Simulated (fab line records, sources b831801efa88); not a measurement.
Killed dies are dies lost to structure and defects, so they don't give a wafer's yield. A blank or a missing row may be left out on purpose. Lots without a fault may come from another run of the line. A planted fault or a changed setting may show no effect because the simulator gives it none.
fab line records | flow sky130
record lots=6 wafers=18 last_day=50
route steps=708 shown FIELD_ISO@1 PAD_OPEN@708
lots that met no fault: from a run of the same line without faults
start_h: hours from the record's first day to the start of the lot's first wafer shown | wait_h: hours since the lot's step before | " the same as in the row above | L1.1+2: a row that stands for several wafers | - no value, or no start given | * or withheld: withheld | < > ~ a bound
route shown NAME@n: a module of which the file shows steps, and the number in the route of the first | usual: mean/standard deviation of fault-free wafers | same: alike in all rows | chamber/n: place in a boat | sites: the reading at each site | _std_site: their standard deviation | _edge_site: outer sites' mean less inner sites' | radius_mm: how far each site lies from the wafer's centre | mask NAME#n: copy n | behind: the tool/chamber that last shaped the wafer | hold: why the lot was held/for how many hours/how that ended | device: the transistor (n, p or np) that didn't switch | end of line: the same wafers' tests at the end of the route | a step without rows: its recipe alone | killed: dies lost to structure and defects at the first sort, not the wafer's yield | map: a wafer's dies, x killed, . not, _ none there
set.NAME: the setting as run; set.NAME@STEP: as run at that earlier step | model.NAME: the simulator's own value behind a step, which no gauge read
lots at some steps of the route; a table a step, a row a wafer
## steps
# step SKY_FIELD_ISO_BOW_MEAS_00
# recipe mode=bow
# usual INCOMING_BOW=0/6.5
# columns lot.wafer tool chamber start_h wait_h INCOMING_BOW[um]
L958.2 film_metro-01 - 15.02 - -3
L958.3 " - " " 1
L958.6 " - " " 9
L964.2 film_metro-04 - 45.02 - -2
L964.3 " - " " 0
L964.6 " - " " -6
L965.1 film_metro-01 - 50.00 - -8
L965.2 " - " " 2
L965.4 " - " " 5
L975.2 film_metro-04 - 100.02 - 0
L975.3 " - " " 2
L975.6 " - " " 8
L976.1 film_metro-02 - 105.00 - 3
L976.4 " - " " -3
L976.6 " - " " 2
L978.1 film_metro-01 - 115.00 - 11
L978.3 " - " " 12
L978.6 " - " " -9
# step SKY_FIELD_ISO_OXIDATION_01
# recipe temp_c=900 ambient=O2 stabilise_s=600 purge_s=300 target_thk_a=120 ox_time_s=1843
# step SKY_FIELD_ISO_THK_MEAS_02
# recipe reads=SiO2_of_FIELD_ISO_OXIDATION_01
# usual FIELD_ISO_OXIDATION_00_THK=11.97/0.19
# columns lot.wafer tool chamber start_h wait_h FIELD_ISO_OXIDATION_00_THK[nm]
L958.2 film_metro-01 - 17.37 0.0 12.34
L958.3 " - " " 12.05
L958.6 " - " " 11.91
L964.2 film_metro-04 - 47.37 0.0 11.82
L964.3 " - " " 11.87
L964.6 " - " " 12.06
L965.1 film_metro-01 - 51.90 0.0 11.95
L965.2 " - " " 11.84
L965.4 " - " " 12.11
L975.2 film_metro-01 - 101.64 0.0 12.02
L975.3 " - " " 12.03
L975.6 " - " " 12.19
L976.1 film_metro-04 - 106.63 0.0 11.98
L976.4 " - " " 11.74
L976.6 " - " " 11.71
L978.1 film_metro-02 - 118.25 0.0 12.00
L978.3 " - " " 12.25
L978.6 " - " " 12.10
# step SKY_FIELD_ISO_CVD_03
# recipe material=Si3N4 precursor=DCS/NH3 target_thk_nm=165 temp_c=770 time_s=2830 pressure_mtorr=250
# usual pressure_mtorr=250.1/0.52 spike_tc_bottom_C=790.7/1.8 spike_tc_centre_C=770.6/1.3 spike_tc_upper_C=768.6/0.95
# columns lot.wafer tool chamber start_h wait_h pressure_mtorr spike_tc_bottom_C spike_tc_centre_C spike_tc_upper_C
L958.2 lpcvd-02 1 18.36 1.0 250.2 789.3 771.3 768.5
L958.3 " 1 " " 250.8 787.9 772.9 769.2
L958.6 " 1 " " 249.5 788.4 771.3 768.7
L964.2 lpcvd-02 1 47.42 0.0 - - - -
L964.3 " 1 " " - - - -
L964.6 " 1 " " - - - -
L965.1 lpcvd-02 0 52.14 0.2 - - - -
L965.2 " 0 " " - - - -
L965.4 " 0 " " - - - -
L975.2 lpcvd-02 0 104.36 2.7 248.8 791.8 772.7 768.6
L975.3 " 0 " " 249.4 790.8 768.9 768.2
L975.6 " 0 " " 248.4 791.9 768.5 768.5
L976.1 lpcvd-02 0 108.40 1.8 250.1 792.3 770.4 768.6
L976.4 " 0 " " 249.9 790.6 768.3 769.3
L976.6 " 0 " " 250.4 793.6 769.3 770.1
L978.1 lpcvd-02 0 118.31 0.1 249.9 792.5 772.2 768.1
L978.3 " 0 " " 249.9 789.7 769.7 767.7
L978.6 " 0 " " 250.2 791.7 769.9 768.8
# step SKY_PAD_OPEN_PROBE_99
# usual defect_limited_yield=82.4/1.9 killed_at_M0_to_M3=43/6.7 killed_at_M4_up=3.1/1.9 killed_at_contacts=25/5 killed_at_front_end=15/4 killed_at_other=0.4/0.69 killed_dies=87/9.2 killed_open=46/7.1 killed_short=40/6.8 sort_bin_3_pad_short=0.9/0.48 sort_bin_5_function=10.3/1.5 sort_bin_6_memory=6.4/1.2 sort_n_pass=405/9.2 sort_yield_pct=82.4/1.9
# same gross_dies=492 killed_at_back_side=0 sort_bin_4_leakage[%]=0 sort_bin_8_speed[%]=0
# columns lot.wafer tool chamber start_h wait_h defect_limited_yield[%] killed_at_M0_to_M3 killed_at_M4_up killed_at_contacts killed_at_front_end killed_at_other killed_dies killed_open killed_short sort_bin_3_pad_short[%] sort_bin_5_function[%] sort_bin_6_memory[%] sort_n_pass sort_yield_pct[%]
L958.2 prober-02 - 1089.06 0.1 81.5 53 4 24 10 0 91 43 48 0.6 11.4 6.5 401 81.5
L958.3 prober-02 - 1089.11 0.2 83.1 37 4 28 14 0 83 39 44 0.6 10.6 5.7 409 83.1
L958.6 prober-02 - 1089.26 0.2 83.7 34 3 31 12 0 80 45 35 0.6 10.0 5.7 412 83.7
L975.2 prober-01 - 1184.02 0.1 86.0 24 1 26 18 0 69 31 38 0.6 9.8 3.7 423 86.0
L975.3 prober-01 - 1184.07 0.2 77.4 55 3 24 29 0 111 57 54 1.2 12.8 8.5 381 77.4
L975.6 prober-01 - 1184.22 0.2 81.3 48 2 24 18 0 92 49 43 1.2 10.6 6.9 400 81.3
L976.1 prober-02 - 1190.76 0.1 80.5 44 3 28 20 1 96 57 39 1.2 11.4 6.9 396 80.5
L976.4 prober-02 - 1190.91 0.2 83.1 44 4 24 11 0 83 50 33 0.6 11.4 4.9 409 83.1
L976.6 prober-02 - 1191.01 0.2 80.3 52 4 26 15 0 97 50 47 1.4 11.2 7.1 395 80.3
# killed by level:class
L958.2 VIA1:geometric_particle:open=12 VIA2:geometric_particle:short=8 METAL1:geometric_particle:short=7 CONTACT:geometric_particle:open=7 LI_CONTACT:geometric_particle:open=6 METAL2:geometric_particle:short=6 LOCAL_INTERCONNECT:geometric_particle:short=5 VIA1:geometric_particle:short=5
L958.3 CONTACT:geometric_particle:short=8 LI_CONTACT:geometric_particle:open=7 CONTACT:geometric_particle:open=6 VIA1:geometric_particle:short=6 VIA2:geometric_particle:open=6 LOCAL_INTERCONNECT:geometric_particle:short=5 FIELD_ISO:geometric_particle:short=4 POLY_GATE:geometric_particle:open=4
L958.6 VIA1:geometric_particle:open=13 LI_CONTACT:geometric_particle:short=9 CONTACT:geometric_particle:open=9 LI_CONTACT:geometric_particle:open=7 METAL1:geometric_particle:short=5 VIA1:geometric_particle:short=5 POLY_GATE:geometric_particle:short=4 FIELD_ISO:geometric_particle:open=3
L975.2 CONTACT:geometric_particle:open=8 LOCAL_INTERCONNECT:geometric_particle:short=7 FIELD_ISO:geometric_particle:short=6 LI_CONTACT:geometric_particle:open=5 VIA1:geometric_particle:open=5 FIELD_ISO:geometric_particle:open=3 POLY_GATE:geometric_particle:short=3 VIA2:geometric_particle:short=3
L975.3 VIA1:geometric_particle:open=13 FIELD_ISO:geometric_particle:short=9 METAL2:geometric_particle:short=8 VIA2:geometric_particle:open=8 CONTACT:geometric_particle:open=7 VIA3:geometric_particle:open=7 POLY_GATE:geometric_particle:open=5 POLY_GATE:geometric_particle:short=5
L975.6 CONTACT:geometric_particle:open=10 VIA1:geometric_particle:open=10 METAL1:geometric_particle:short=9 LI_CONTACT:geometric_particle:open=6 VIA2:geometric_particle:open=6 VIA3:geometric_particle:short=5 FIELD_ISO:geometric_particle:open=4 FIELD_ISO:geometric_particle:short=4
L976.1 CONTACT:geometric_particle:open=13 VIA1:geometric_particle:open=12 VIA3:geometric_particle:open=9 LI_CONTACT:geometric_particle:open=7 FIELD_ISO:geometric_particle:short=6 POLY_GATE:geometric_particle:open=5 POLY_GATE:geometric_particle:short=5 CONTACT:geometric_particle:short=5
L976.4 VIA3:geometric_particle:open=12 CONTACT:geometric_particle:open=11 VIA1:geometric_particle:open=11 CONTACT:geometric_particle:short=5 VIA1:geometric_particle:short=5 FIELD_ISO:geometric_particle:short=4 LI_CONTACT:geometric_particle:open=4 FIELD_ISO:geometric_particle:open=3
L976.6 VIA1:geometric_particle:open=15 CONTACT:geometric_particle:short=7 LI_CONTACT:geometric_particle:open=7 VIA1:geometric_particle:short=7 VIA2:geometric_particle:open=7 CONTACT:geometric_particle:open=6 FIELD_ISO:geometric_particle:short=5 FIELD_ISO:geometric_particle:open=4
## key
first_sign step=SKY_FIELD_ISO_CVD_03 reading=tool_record direction=missing
effect none on later readings
met_at SKY_FIELD_ISO_CVD_03
struck_wafers L964.2,L964.3,L964.6,L965.1,L965.2,L965.4
scrapped_behind SKY_FIELD_ISO_THK_MEAS_04 L964.2,L964.3,L964.6,L965.1,L965.2,L965.4
onset_between 18.36 47.42
fault kind=skipped_step_whole tool=lpcvd-02 chamber=- onset_h=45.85 steps=SKY_FIELD_ISO_CVD_03 scope=struck_lots_only
